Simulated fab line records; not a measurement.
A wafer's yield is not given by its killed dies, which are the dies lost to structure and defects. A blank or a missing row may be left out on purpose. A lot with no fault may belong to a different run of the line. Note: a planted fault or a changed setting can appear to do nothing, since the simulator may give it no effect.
The same fault as seen by 2 desks ; flow sky130 ; only its own numbers are on each desk; what lay behind them is given at the end

== DESK OF THE TOOL OWNER: cvd w-01 ==
The tool's own readings at SKY_CONTACT_CVD_24 (deposits W, target thk 340 nm, time 102.12 s): means of the sampled wafers that have a number, for each lot that ran on this tool. Marked OUT: a lot whose mean sits more than 4 standard deviations from the usual mean, which makes it out of limits; the brackets give that distance.
Columns: A = heater power w at SKY_CONTACT_CVD_24, usual 815 W; B = susceptor temp C at SKY_CONTACT_CVD_24, usual 400.01 C
lot;first seen here;A;B
L536;day 31 23:26;758;400.19
L541;day 34 02:19;753;399.82
L548;day 35 17:41;726;399.92
L549;day 36 01:38;764;400.04
This desk's finding: nothing out of limits on any of the 4 lots.

== METROLOGY DESK ==
What the gauges read, lot by lot, whatever tool the lot ran on: means of the sampled wafers that have a number. Marked OUT: a lot whose mean sits more than 4 standard deviations from the usual mean, which makes it out of limits; the brackets give that distance.
Columns: A = LI_CONTACT_W_THK at SKY_LI_CONTACT_THK_MEAS_23, usual 403 nm; B = LOCAL_INTERCONNECT_TIN_RS at SKY_LOCAL_INTERCONNECT_RS_MEAS_01, usual 14.30 ohm/sq; C = CONTACT_W_RS at SKY_CONTACT_RS_MEAS_25, usual 0.337 ohm/sq; D = CONTACT_W_THK at SKY_CONTACT_THK_MEAS_26, usual 343 nm
lot;first seen here;A;B;C;D
L536;day 29 12:24;404;14.39;0.337;339
L539;day 30 13:13;401;14.22;0.330;340
L541;day 31 16:20;399;14.13;0.338;331
L542;day 31 19:31;410;14.13;0.332;351
L548;day 33 08:56;404;14.63;0.326;363
L549;day 33 18:02;393;14.32;0.302 (-6.0) OUT;394 (+6.2) OUT
L553;day 34 16:08;404;13.97;0.338;344
L554;day 35 07:42;391;14.45;0.337;346
L557;day 36 06:19;396;14.19;0.331;341
L558;day 36 09:59;414;14.40;0.333;351
L559;day 36 17:20;406;14.27;0.335;337
Per this desk, out of limits: L549; the first was L549, day 36 01:46 (CONTACT_W_RS at SKY_CONTACT_RS_MEAS_25). Within limits: L536, L539, L541, L542, L548, L553, L554, L557, L558, L559.

== TAKEN TOGETHER ==
L549 would have let the metrology desk raise an alarm at day 36 01:46.
The tool owner's desk saw nothing out of limits.
The tool owner's desk has L549 on record, within its limits.
The lots listed all ran SKY_CONTACT_CVD_24 on cvd w-01.

== WHAT THE SIMULATOR HAD PUT IN ==
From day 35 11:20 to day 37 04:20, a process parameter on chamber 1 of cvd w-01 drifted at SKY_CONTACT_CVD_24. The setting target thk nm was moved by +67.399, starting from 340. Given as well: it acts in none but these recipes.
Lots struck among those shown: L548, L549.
Hours from the fault's start to each desk's first reading out of limits: the metrology desk, 14.
